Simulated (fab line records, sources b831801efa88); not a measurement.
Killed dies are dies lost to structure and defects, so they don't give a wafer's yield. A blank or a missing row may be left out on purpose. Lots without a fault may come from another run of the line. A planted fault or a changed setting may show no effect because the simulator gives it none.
A struck lot beside a sound one | flow sky130 | 16 steps out of a route of 708
Sound: wafers L587.2, L587.3, L587.4. Struck: wafers L575.1, L575.3, L575.4. The cause comes at the end.
At each step with rows: each side's tool, then ch and its chambers, then its first start. Under that, the readings that differ: sound wafers | struck wafers | difference of the means | sigmas: that difference in standard deviations of wafers without a fault.
alike: readings whose means differ by less than 2 such deviations, and words and numbers that are the same on both sides. not compared: withheld readings, readings that some wafer has no value for, bounds like >300 that may hide the same value, and numbers for which the record gives no deviation and whose values overlap.
The two part at a step that has a row with sigmas, a row that says differs or no value, or rows on one side only. Numbers that don't overlap but have no deviation are shown without sigmas and don't part them. A reading that every wafer of one side lacks parts them only if that side has two wafers or more.

SKY_VIA1_CMP_02: polishes SiO2.
  sound on cmp-01 ch 1,2,3, day 38 18:28; struck on cmp-01 ch 0,1,3, day 35 01:20
  alike: motor_current_A
SKY_VIA1_BOW_MEAS_03:
  sound on film_metro-04, day 38 18:44; struck on film_metro-01, day 35 01:35
  alike: VIA1_BOW
then, 8 steps without rows for these wafers: SKY_VIA1_DEHYDRATE_04 (time 60 s); SKY_VIA1_HMDS_05 (prime time 60 s); SKY_VIA1_COAT_06 (resist thk 60 nm); SKY_VIA1_COAT_07 (resist thk 450 nm); SKY_VIA1_SOFTBAKE_08 (time 90 s); SKY_VIA1_EXPOSE_09 (exposes mask VIM, target cd 150 nm); SKY_VIA1_PEB_10; SKY_VIA1_DEVELOP_11 (develop time 60 s).
SKY_VIA1_CD_MEAS_12: target cd 150 nm.
  sound on cd_sem-01, day 39 19:33; struck on cd_sem-01, day 36 04:02
  reading    | sound             | struck            | difference | sigmas
  cd_nm (nm) | 151.1 153.8 151.3 | 148.5 148.9 148.6 | -3.4       | -2
SKY_VIA1_OVL_MEAS_13:
  sound on overlay-01, day 39 19:40; struck on overlay-02, day 36 04:09
  alike: VIA1_OVL
SKY_VIA1_ETCH_14: etches BARC in N2/H2, stops on SiO2, time 45.9 s, target depth 60 nm.
  sound on rie_diel-01 ch 0,1, day 39 19:41; struck on rie_diel-01 ch 1,2,3, day 36 04:11
  reading                                     | sound             | struck            | difference | sigmas
  rf_fwd_power_W (W)                          | 495.6 495.6 495.6 | 412.5 417.4 414.1 | -80.9      | -39
  model.KrF-thick_of_VIA1_COAT_07.thk_nm (nm) | 391.6 390.6 389.7 | 398.7 399.6 398.7 | +8.4       |
  alike: drypump_motor_current_A, h2_flow_sccm, oes_product_au, throttle_valve_pct
  not compared: rf_hours_counter_h
SKY_VIA1_ETCH_15: etches SiO2 in C4F8/O2/Ar, stops on TiN, target depth 351 nm, time 54 s.
  sound on rie_diel-01 ch 0,1, day 39 19:44; struck on rie_diel-01 ch 1,2,3, day 36 04:14
  reading                                     | sound           | struck            | difference | sigmas
  model.KrF-thick_of_VIA1_COAT_07.thk_nm (nm) | 321 317.8 316.6 | 328.3 328.3 328.4 | +9.9       |
  alike: oes_product_au, rf_fwd_power_W
  not compared: rf_hours_counter_h
SKY_VIA1_STRIP_16: strips in O2/N2.
  sound on plasma_asher-02 ch 0,1, day 39 19:47; struck on plasma_asher-02 ch 0,1, day 36 04:16
  reading                      | sound             | struck            | difference | sigmas
  strip_time_to_endpoint_s (s) | 4.433 4.408 4.393 | 4.518 4.512 4.525 | +0.107     | +4
  alike: drypump_motor_current_A, oes_product_au
  not compared: rf_hours_counter_h
-- the record jumps here: 12 days lie between the struck wafers' starts before and after (it left off in module VIA1 and takes up again in module PAD_OPEN, whose first step shown is number 708 of the route) --
SKY_PAD_OPEN_PROBE_99:
  sound on prober-02, day 50 06:19; struck on prober-01, day 47 17:17
  alike: defect_limited_yield, killed_at_M0_to_M3, killed_at_M4_up, killed_at_contacts, killed_at_front_end, killed_at_other, killed_dies, killed_open, killed_short, sort_bin_3_pad_short, sort_bin_5_function, sort_bin_6_memory, sort_n_pass, sort_yield_pct

WHERE THEY PART
First at SKY_VIA1_CD_MEAS_12; last, within this record, at SKY_VIA1_STRIP_16. Later steps at which nothing parts them and some readings are alike: SKY_PAD_OPEN_PROBE_99.

WHY: what the simulator had put in
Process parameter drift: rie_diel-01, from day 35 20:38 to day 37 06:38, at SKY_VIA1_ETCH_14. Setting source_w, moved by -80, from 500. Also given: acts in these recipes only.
